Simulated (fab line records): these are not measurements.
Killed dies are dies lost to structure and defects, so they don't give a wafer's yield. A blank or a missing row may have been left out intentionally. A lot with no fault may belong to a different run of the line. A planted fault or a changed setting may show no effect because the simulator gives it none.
A sampling plan put to the test + flow gf180mcu + one line in one fab, 13 faults in these records, each fault weighed on the records of the lots it struck
What counts as the plan is the set of the line's own looks, namely the steps on the route at which a gauge or an inspection reads a wafer and does not change it. A look is open to judgement when struck wafers have a number at it and the file gives its usual mean and standard deviation on fault-free wafers. Caught: at a look after the fault's first step, the mean of the struck wafers lies 4 or more of those standard deviations (sigma) from the usual mean. On the tool: the fault's steps, tested the same way using the tool's own readings. If the struck wafers alone have a blank record, or they carry another recipe, that too counts as caught.

== THE FAULTS, as the simulator had put them in ==
1. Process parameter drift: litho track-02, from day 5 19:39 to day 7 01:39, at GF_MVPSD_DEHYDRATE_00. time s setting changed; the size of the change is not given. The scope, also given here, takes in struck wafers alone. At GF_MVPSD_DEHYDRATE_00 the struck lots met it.
2. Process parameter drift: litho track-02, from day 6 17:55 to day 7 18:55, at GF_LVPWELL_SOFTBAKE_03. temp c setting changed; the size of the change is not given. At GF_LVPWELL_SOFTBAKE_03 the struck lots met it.
3. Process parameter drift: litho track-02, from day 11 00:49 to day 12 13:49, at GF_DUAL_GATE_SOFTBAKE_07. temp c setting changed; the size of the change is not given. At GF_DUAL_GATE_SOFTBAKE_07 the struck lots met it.
4. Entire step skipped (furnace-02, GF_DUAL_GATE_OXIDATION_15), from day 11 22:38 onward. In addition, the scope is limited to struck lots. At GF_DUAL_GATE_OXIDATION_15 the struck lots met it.
5. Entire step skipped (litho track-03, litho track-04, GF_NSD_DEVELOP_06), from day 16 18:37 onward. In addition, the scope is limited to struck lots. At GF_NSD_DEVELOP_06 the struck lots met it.
6. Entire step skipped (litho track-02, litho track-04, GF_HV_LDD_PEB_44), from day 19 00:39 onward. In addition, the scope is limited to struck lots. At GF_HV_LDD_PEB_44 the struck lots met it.
7. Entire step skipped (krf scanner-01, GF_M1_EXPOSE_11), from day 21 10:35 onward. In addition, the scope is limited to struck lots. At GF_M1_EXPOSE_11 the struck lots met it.
8. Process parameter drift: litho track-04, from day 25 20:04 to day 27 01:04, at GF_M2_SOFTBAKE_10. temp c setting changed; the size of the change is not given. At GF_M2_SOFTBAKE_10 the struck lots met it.
9. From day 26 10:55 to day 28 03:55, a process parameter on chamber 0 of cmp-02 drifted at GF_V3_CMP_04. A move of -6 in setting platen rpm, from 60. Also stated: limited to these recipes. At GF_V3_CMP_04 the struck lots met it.
10. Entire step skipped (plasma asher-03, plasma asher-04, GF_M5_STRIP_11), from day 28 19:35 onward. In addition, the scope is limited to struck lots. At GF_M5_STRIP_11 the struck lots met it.
11. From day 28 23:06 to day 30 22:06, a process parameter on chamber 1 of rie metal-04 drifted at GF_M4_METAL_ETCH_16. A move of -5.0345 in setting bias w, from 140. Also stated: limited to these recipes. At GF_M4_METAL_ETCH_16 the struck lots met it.
12. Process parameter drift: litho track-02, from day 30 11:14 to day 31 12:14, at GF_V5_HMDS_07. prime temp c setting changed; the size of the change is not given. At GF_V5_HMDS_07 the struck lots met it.
13. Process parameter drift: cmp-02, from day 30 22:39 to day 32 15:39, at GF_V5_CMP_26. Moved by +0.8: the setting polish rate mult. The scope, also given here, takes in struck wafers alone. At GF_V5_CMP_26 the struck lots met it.

== WHAT THE PLAN SAW ==
| fault | on the tool itself                               | first look that catches it                      | reading, sigma | median hours from its first step to that look | hours from the fault's start to the first struck lot there | judged looks passed uncaught |
|-------|--------------------------------------------------|-------------------------------------------------|----------------|-----------------------------------------------|------------------------------------------------------------|------------------------------|
| 1     | run length s +76 sigma                           | not the one look that can be judged after it    | -              | -                                             | -                                                          | 1                            |
| 2     | plate temp C +10 sigma                           | not the one look that can be judged after it    | -              | -                                             | -                                                          | 1                            |
| 3     | heater power total W +12 sigma                   | not the one look that can be judged after it    | -              | -                                             | -                                                          | 1                            |
| 4     | the tool's record is blank for the struck wafers | no look after it can be judged                  | -              | -                                             | -                                                          | 0                            |
| 5     | the tool's record is blank for the struck wafers | no look after it can be judged                  | -              | -                                             | -                                                          | 0                            |
| 6     | no reading that can be judged                    | none of the 2 looks that can be judged after it | -              | -                                             | -                                                          | 2                            |
| 7     | no reading that can be judged                    | no look after it can be judged                  | -              | -                                             | -                                                          | 0                            |
| 8     | heater power total W +58 sigma                   | GF_M2_CD_MEAS_14                                | cd nm -6.8     | 10.5                                          | 30                                                         | 0                            |
| 9     | platen rpm -99 or beyond sigma                   | no look after it can be judged                  | -              | -                                             | -                                                          | 0                            |
| 10    | the tool's record is blank for the struck wafers | no look after it can be judged                  | -              | -                                             | -                                                          | 0                            |
| 11    | bias w -13 sigma                                 | not the one look that can be judged after it    | -              | -                                             | -                                                          | 1                            |
| 12    | prime temp c +14 sigma                           | no look after it can be judged                  | -              | -                                             | -                                                          | 0                            |
| 13    | time to endpoint s -14 sigma                     | no look after it can be judged                  | -              | -                                             | -                                                          | 0                            |
A dash: the fault isn't caught, or these records don't give the number.

Caught at a look: 1 of 13. Caught on the tool: 11 of 13. By one or the other: 11 of 13.
Faults 1, 2, 3, 4, 5, 9, 10, 11, 12, 13 were caught on the tool alone.
Caught by neither: faults 6, 7.

== THINNER SAMPLING ==
In the worst case, this is how late the first struck lot would be measured if the look that catches a fault measured only every second or every third lot, by lot number:
| fault | struck lots at that look, in order of time | every lot | every second lot | every third lot |
|-------|--------------------------------------------|-----------|------------------|-----------------|
| 8     | L562, L563                                 | 30 h      | 36 h             | may miss all 2  |
Hours: fault start to first struck lot measured. The limit of 4 sigma was tested on all struck wafers together, so one lot alone may lie under it. Other struck lots may not be in these records.

== THE LONGEST TIMED WAY FROM STEP TO LOOK ==
Fault 8: a median of 10.5 hours passes between GF_M2_SOFTBAKE_10 and GF_M2_CD_MEAS_14. No look between them can be judged.
